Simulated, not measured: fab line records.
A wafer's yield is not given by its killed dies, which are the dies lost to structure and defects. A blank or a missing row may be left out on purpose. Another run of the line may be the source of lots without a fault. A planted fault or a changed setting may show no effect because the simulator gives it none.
Lot-split experiment    flow gf180mcu    23 wafers read from 5 lots, route of 602 steps

THE SPLIT
At GF_NSD_IMPLANT_09, the setting energy-kev was moved away from the recipe's 60 on 7 of the 23 wafers read, by -7.2% to -4.8%. All remaining wafers had this setting at the recipe value.

FROM THE SPLIT TO THE READING: what the file shows between them, 2 steps
- GF_NSD_IMPLANT_10
- GF_NSD_STRIP_11: strips in O2/N2

THE READING
NSD_TW, at GF_NSD_TW_MEAS_12. A value of 4244 with a standard deviation of 14 is what fault-free wafers of this fab line usually give.

wafer   tool, chamber at the split  energy-kev as run  against the recipe  NSD_TW  against lot-mates on the recipe
L076.1  implanter-02, 0             60                 recipe              4244    -
L076.4  implanter-02, 0             60                 recipe              4244    -
L076.5  implanter-02, 0             60                 recipe              4258    -
L077.1  implanter-02, 0             56.83              -5.3%               4172    -63
L077.2  implanter-02, 0             60                 recipe              4234    -
L077.3  implanter-02, 0             56.83              -5.3%               4200    -35
L077.5  implanter-02, 0             60                 recipe              4231    -
L077.6  implanter-02, 0             60                 recipe              4239    -
L081.1  implanter-03, 0             60                 recipe              4245    -
L081.2  implanter-03, 0             57.12              -4.8%               4219    -30
L081.4  implanter-03, 0             60                 recipe              4249    -
L081.5  implanter-03, 0             60                 recipe              4254    -
L081.6  implanter-03, 0             57.12              -4.8%               4197    -52
L082.1  implanter-01, 0             55.66              -7.2%               4184    -47
L082.2  implanter-01, 0             60                 recipe              4233    -
L082.3  implanter-01, 0             55.66              -7.2%               4165    -66
L082.4  implanter-01, 0             55.66              -7.2%               4169    -62
L082.5  implanter-01, 0             60                 recipe              4229    -
L083.1  implanter-03, 0             60                 recipe              4271    -
L083.2  implanter-03, 0             60                 recipe              4257    -
L083.3  implanter-03, 0             60                 recipe              4268    -
L083.4  implanter-03, 0             60                 recipe              4246    -
L083.6  implanter-03, 0             60                 recipe              4272    -

THE FIT
A straight line over all 23 wafers: NSD_TW changes by +10.4 for each +1% of energy-kev; r = +0.91; the points scatter about the line by 14.
The same after taking each lot's own level away (the mean of its wafers on the recipe; 23 wafers): +8.38 for each +1%; r = +0.94; scatter 8.7.
That fit puts the effect of the largest move of energy-kev on the reading at 61.
From 4231.0 to 4262.8: that is the span of the lots' own levels, equal to 2.3 times the standard deviation above.
Thus the slope moves with the lot-to-lot level: the two fits are different.
Check: with one of the wafers moved furthest among these (-7.2%) left out of the fit, the line predicts -64.3 for it against its lot-mates. It came out at -47 against them.

OTHER SPLITS APPLIED TO THESE WAFERS
These wafers also went through other splits before the reading. Each is held against what the fit with the lots' levels taken away leaves over:
other split on the same wafers       wafers away from the commonest value  r with NSD_TW (lot level and that fit taken away)
GF_VT_IMPLANT_IMPLANT_41 dose-cm2    9                                     +0.04
GF_POLY_GATE_CVD_00 time-s           15                                    -0.06
GF_HV_LDD_DEVELOP_06 develop-time-s  8                                     +0.21
GF_HV_LDD_COAT_14 resist-thk-nm      4                                     -0.14
GF_HV_LDD_IMPLANT_21 tilt-deg        6                                     -0.17
GF_HV_LDD_COAT_41 spin-rpm           11                                    -0.08
GF_HV_LDD_IMPLANT_48 energy-kev      8                                     -0.12
GF_NSD_DEVELOP_06 dev-temp-c         8                                     -0.42

THE WHOLE CHAIN: every reading that the file lists as answering this split, in the file's order
step               what it does     reading                                                          change (the file's fit)                r (the file's)
GF_NSD_IMPLANT_09                   implant.rp-nm (the simulator's own value, which no gauge read)   +0.307 nm for each +1% of the setting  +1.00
GF_NSD_IMPLANT_09                   implant.drp-nm (the simulator's own value, which no gauge read)  +0.124 nm for each +1% of the setting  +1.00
GF_NSD_STRIP_11    strips in O2/N2  strip-time-to-endpoint-s                                         withheld for each +1% of the setting   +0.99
GF_NSD_TW_MEAS_12                   NSD_TW                                                           +8.51 for each +1% of the setting      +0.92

THE FILE'S OWN FIT
NSD_TW changes by +8.51 for each +1% of energy-kev, r = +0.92.
